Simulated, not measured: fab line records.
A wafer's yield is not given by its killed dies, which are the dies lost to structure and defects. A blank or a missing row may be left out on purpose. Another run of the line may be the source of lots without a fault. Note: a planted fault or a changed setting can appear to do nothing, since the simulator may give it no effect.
A lot that was struck, set against a sound lot + flow sfq line + 19 out of 325 route steps
Sound: wafers L315.1, L315.2, L315.5. Struck: wafer L319.5 (left out: L319.1, L319.6 of the same lot, which were not struck); the cause appears at the end.
Order at every step that has rows: each side's tool, ch and its chambers, its first start. Under that, the readings that differ: sound wafers + struck wafers + difference of the means + sigmas: that difference in standard deviations of wafers without a fault.
alike: readings with means less than 2 such deviations apart, plus words and numbers identical on both sides. not compared: withheld readings, readings lacking a value on some wafer, bounds such as >300 that could conceal the same value, and numbers that have no deviation in the record and whose values overlap.
Wherever a step has rows on one side only, a row that says differs or no value, or a row with sigmas, the two part there. Numbers that don't overlap but have no deviation are shown without sigmas and don't part them. Lack of a reading on every wafer of one side parts them only where that side has two or more wafers.

SFQ_M6_OVL_MEAS_940:
  sound on overlay-02, day 74 19:58; struck on overlay-02, day 75 08:05
| reading     | sound     | struck | difference | sigmas |
|-------------|-----------|--------|------------|--------|
| M6_OVL (nm) | -11 -9 -5 | 5      | +13        | +2     |
then, 1 step without rows for these wafers: SFQ_TRILAYER_M6_BARC_OPEN_METAL_ETCH_206 (etches BARC in O2, target depth 125 nm, time 41.7 s).
SFQ_TRILAYER_M6_ETCH_METAL_ETCH_162: etches Nb in Cl2/Ar, stops on SiO2, target depth 240 nm, time 120 s.
  sound on rie metal-04 ch 0,1, day 74 20:04; struck on rie metal-02 ch 1, day 75 08:11
  alike: bias w, drypump motor current A, oes product au
  not compared: rf hours counter h
SFQ_TRILAYER_M6_STRIP_STRIP_163: strips in O2.
  sound on rie metal-04 ch 0,1, day 74 20:11; struck on rie metal-02 ch 1, day 75 08:19
  alike: drypump motor current A, oes product au
  not compared: rf hours counter h
then, 1 step without rows for these wafers: SFQ_TRILAYER_M6_STRIP_SOLV_CLEAN_164 (cleans in NMP, time 600 s).
SFQ_TRILAYER_I6_DEP_PECVD_165: deposits SiO2 from SiH4/N2O, time 111.11 s, target thk 500 nm.
  sound on pecvd-03 ch 0,2, day 74 20:58; struck on pecvd-02 ch 1, day 75 09:05
  alike: heater power w, showerhead vpp V, throttle valve pct
SFQ_TRILAYER_I6_CMP_CMP_166: polishes SiO2.
  sound on cmp-01 ch 1,2,3, day 74 21:32; struck on cmp-02 ch 3, day 75 14:52
  alike: motor current A, time to endpoint s
SFQ_I6_BOW_MEAS_941:
  sound on film metro-01, day 75 00:02; struck on film metro-02, day 75 16:22
  alike: I6_BOW
then, 4 steps without rows for these wafers: SFQ_TRILAYER_I6_METRO_MEASURE_167; SFQ_TRILAYER_I6_VIA_LITHO_COAT_174 (resist thk 62 nm); SFQ_TRILAYER_I6_VIA_LITHO_COAT_169 (resist thk 650 nm); SFQ_TRILAYER_I6_VIA_LITHO_SOFTBAKE_173.
SFQ_TRILAYER_I6_VIA_LITHO_EXPOSE_170: exposes mask I6, target cd 700 nm.
  sound on krf scanner-02 ch 0, day 77 11:31; struck on krf scanner-02 ch 0, day 77 16:19
  alike: mask
then, 2 steps without rows for these wafers: SFQ_TRILAYER_I6_VIA_LITHO_PEB_172 (peb time 60 s); SFQ_TRILAYER_I6_VIA_LITHO_DEVELOP_171 (time 60 s).
SFQ_I6_OVL_MEAS_942:
  sound on overlay-01, day 77 13:07; struck on overlay-01, day 77 17:49
  alike: I6_OVL
SFQ_TRILAYER_I6_VIA_BARC_OPEN_VIA_ETCH_235: etches BARC in O2, target depth 125 nm, time 41.7 s.
  sound on rie diel-03 ch 0,2, day 77 13:08; struck on rie diel-04 ch 2, day 77 17:51
| reading             | sound             | struck | difference | sigmas |
|---------------------|-------------------|--------|------------|--------|
| bias w (W)          | 80.31 79.83 79.84 | 80.54  | +0.55      | +2     |
| model.I6.cd nm (nm) | 700.7 699.8 699.6 | 717.4  | +17.4      |        |
  alike: drypump motor current A, oes product au
  not compared: rf hours counter h
SFQ_TRILAYER_I6_VIA_ETCH_VIA_ETCH_172: etches SiO2 in CHF3, stops on Nb, target depth 260 nm.
  sound on rie diel-03 ch 0,2, day 77 13:11; struck on rie diel-04 ch 2, day 77 17:53
| reading             | sound             | struck | difference | sigmas |
|---------------------|-------------------|--------|------------|--------|
| model.I6.cd nm (nm) | 700.6 704.7 704.3 | 717.1  | +13.9      |        |
  alike: bias w, drypump motor current A, oes product au
SFQ_TRILAYER_I6_VIA_STRIP_STRIP_173: strips in O2.
  sound on rie metal-01 ch 0,1, day 77 13:18; struck on rie metal-01 ch 1, day 77 18:01
  alike: drypump motor current A, oes product au
  not compared: rf hours counter h

== WHERE THEY PART ==
At SFQ_M6_OVL_MEAS_940 first; at SFQ_TRILAYER_I6_VIA_BARC_OPEN_VIA_ETCH_235 last (within this record only). Later steps at which nothing parts them and some readings are alike: SFQ_TRILAYER_I6_VIA_ETCH_VIA_ETCH_172, SFQ_TRILAYER_I6_VIA_STRIP_STRIP_173.

WHY: what the simulator had put in
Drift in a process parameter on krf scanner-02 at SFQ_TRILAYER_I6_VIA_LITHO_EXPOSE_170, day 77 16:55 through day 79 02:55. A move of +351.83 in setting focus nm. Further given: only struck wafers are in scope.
